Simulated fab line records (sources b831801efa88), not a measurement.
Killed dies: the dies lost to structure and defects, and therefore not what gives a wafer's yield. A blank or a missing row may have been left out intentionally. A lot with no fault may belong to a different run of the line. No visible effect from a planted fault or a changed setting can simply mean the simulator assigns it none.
The tool behind it: which one? | flow gf180mcu | 11 lots, 33 wafers sampled, at 3 steps of a route of 602

## WHAT THE GAUGES SHOWED, per wafer
GF_MIM_THK_MEAS_11: measures by xrf.
lot  | measured     | on            | MIM_ALCU_THK (nm)
L593 | day 24 05:03 | film metro-04 | 209.4 207.4 207.4
L598 | day 26 01:14 | film metro-04 | 204.6 206.5 206.8
L599 | day 26 10:04 | film metro-03 | 205.2 208.0 204.2
L601 | day 27 05:16 | film metro-03 | 208.3 207.3 209.0
L604 | day 28 07:19 | film metro-01 | 204.0 205.7 206.4
L606 | day 29 00:05 | film metro-01 | 205.4 204.5 202.9
L607 | day 29 04:03 | film metro-03 | 206.2 206.0 204.7
L608 | day 29 13:05 | film metro-04 | 200.5 205.2 201.7
L609 | day 29 16:30 | film metro-01 | 202.9 205.8 202.5
L611 | day 30 08:25 | film metro-01 | 201.5 201.8 203.6
L614 | day 31 04:27 | film metro-01 | 203.4 202.4 208.2

## EACH LOT AND THE TOOL THAT RAN IT (in order: tool; ch and the chambers of the sampled wafers; start)
lot  | GF_M4_SPUTTER_01             | GF_MIM_SPUTTER_00
L593 | pvd sputter-04, day 22 04:21 | pvd sputter-02, day 24 04:31
L598 | pvd sputter-04, day 24 01:07 | pvd sputter-02, day 26 00:41
L599 | pvd sputter-01, day 24 13:19 | pvd sputter-01, day 26 09:31
L601 | pvd sputter-01, day 25 09:10 | pvd sputter-01, day 27 04:43
L604 | pvd sputter-03, day 26 11:31 | pvd sputter-01, day 28 06:47
L606 | pvd sputter-01, day 27 06:05 | pvd sputter-01, day 28 23:33
L607 | pvd sputter-04, day 27 09:19 | pvd sputter-04, day 29 03:31
L608 | pvd sputter-01, day 27 19:47 | pvd sputter-04, day 29 12:33
L609 | pvd sputter-03, day 27 23:02 | pvd sputter-02, day 29 15:58
L611 | pvd sputter-03, day 28 15:04 | pvd sputter-04, day 30 07:53
L614 | pvd sputter-03, day 29 13:52 | pvd sputter-04, day 31 03:55
- GF_M4_SPUTTER_01: material TiN, target thk 30 nm, time 25 s.
- GF_MIM_SPUTTER_00: material Ti, target thk 37.5 nm, time 150 s.

## THE ANSWER, worked out from the rows above alone
Rule: what is usual is taken from the lots themselves. Put in order of their means at a reading, lots are off if they are a third of the lots or fewer, leave a main group of 4 or more, and stand apart from it by a gap of 3 or more times the standard deviation of the main group's means; of several such gaps the widest counts. If all means in a main group match to the digits the tables above print for the reading, that group is not used. Also off: a lot with no number at a reading for which 4 or more lots have one. Where the step has rows for the other lots, those lots are counted as sound.
Nothing can be told from this: no lot is off at any reading shown.

## WHAT THE SIMULATOR HAD PUT IN
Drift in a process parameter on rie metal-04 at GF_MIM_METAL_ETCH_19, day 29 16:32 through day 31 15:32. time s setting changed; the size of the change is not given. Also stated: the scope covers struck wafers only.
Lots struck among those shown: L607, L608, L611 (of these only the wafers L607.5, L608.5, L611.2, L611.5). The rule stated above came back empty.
